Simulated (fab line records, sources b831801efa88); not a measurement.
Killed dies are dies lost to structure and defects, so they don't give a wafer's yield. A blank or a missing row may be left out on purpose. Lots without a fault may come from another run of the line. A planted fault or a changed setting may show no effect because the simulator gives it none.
A struck lot beside a sound one | flow sky130 | 15 steps out of a route of 708
Sound: wafers L823.1, L823.2, L823.4. Struck: wafers L836.1, L836.3, L836.6. The cause comes at the end.
At each step with rows: each side's tool, then ch and its chambers, then its first start. Under that, the readings that differ: sound wafers | struck wafers | difference of the means | sigmas: that difference in standard deviations of wafers without a fault.
alike: readings whose means differ by less than 2 such deviations, and words and numbers that are the same on both sides. not compared: withheld readings, readings that some wafer has no value for, bounds like >300 that may hide the same value, and numbers for which the record gives no deviation and whose values overlap.
The two part at a step that has a row with sigmas, a row that says differs or no value, or rows on one side only. Numbers that don't overlap but have no deviation are shown without sigmas and don't part them. A reading that every wafer of one side lacks parts them only if that side has two wafers or more.

SKY_LDD_HVP_OVL_MEAS_07:
  sound on overlay-02, day 24 11:24; struck on overlay-01, day 29 19:17
  alike: LDD_HVP_OVL
then, 1 step without rows for these wafers: SKY_LDD_HVP_IMPLANT_08.
SKY_LDD_HVP_STRIP_09: strips in O2/N2.
  sound on plasma_asher-03 ch 0,1, day 24 11:35; struck on plasma_asher-04 ch 0,1, day 29 19:28
  reading                     | sound       | struck      | difference | sigmas
  drypump_motor_current_A (A) | 5.3 5.3 5.2 | 6.6 5.5 6.6 | +1.0       | +2
  alike: oes_product_au, strip_time_to_endpoint_s
  not compared: rf_hours_counter_h
SKY_LDD_HVP_TW_MEAS_10:
  sound on film_metro-01, day 24 11:41; struck on film_metro-01, day 29 19:34
  alike: LDD_HVP_TW
then, 7 steps without rows for these wafers: SKY_LDD_LDN_DEHYDRATE_00 (time 60 s); SKY_LDD_LDN_HMDS_01 (prime time 60 s); SKY_LDD_LDN_COAT_02 (resist thk 1140 nm); SKY_LDD_LDN_SOFTBAKE_03 (time 60 s); SKY_LDD_LDN_EXPOSE_04 (exposes mask LDNTM, target cd 700 nm); SKY_LDD_LDN_PEB_05; SKY_LDD_LDN_DEVELOP_06 (develop time 60 s).
SKY_LDD_LDN_OVL_MEAS_07:
  sound on overlay-02, day 25 17:15; struck on overlay-02, day 30 23:12
  alike: LDD_LDN_OVL
SKY_LDD_LDN_IMPLANT_08:
  sound on implanter-02 ch 0, day 25 17:17; struck on implanter-02 ch 0, day 30 23:14
  reading            | sound                            | struck                           | difference  | sigmas
  dose_ions_cm2      | 1.2492e+13 1.2493e+13 1.2495e+13 | 1.0704e+13 1.0684e+13 1.0688e+13 | -1.8013e+12 | -99 or more
  faraday_current_uA | 69.8 70.5 70.7                   | 58.5 62.5 61.1                   | -9.6        | -6
then, 1 step without rows for these wafers: SKY_LDD_LDN_IMPLANT_09.
-- the record jumps here: 20 days lie between the struck wafers' starts before and after (it left off in module LDD_LDN and takes up again in module PAD_OPEN, whose first step shown is number 708 of the route) --
SKY_PAD_OPEN_PROBE_99:
  sound on prober-01, day 47 22:58; struck on prober-02, day 51 03:07
  reading            | sound    | struck   | difference | sigmas
  killed_at_M0_to_M3 | 39 33 32 | 50 48 53 | +16        | +2
  alike: killed_at_M4_up, killed_at_contacts, killed_at_front_end, killed_at_other, killed_dies, killed_open, killed_short

WHERE THEY PART
First at SKY_LDD_HVP_STRIP_09; last, within this record, at SKY_PAD_OPEN_PROBE_99.

WHY: what the simulator had put in
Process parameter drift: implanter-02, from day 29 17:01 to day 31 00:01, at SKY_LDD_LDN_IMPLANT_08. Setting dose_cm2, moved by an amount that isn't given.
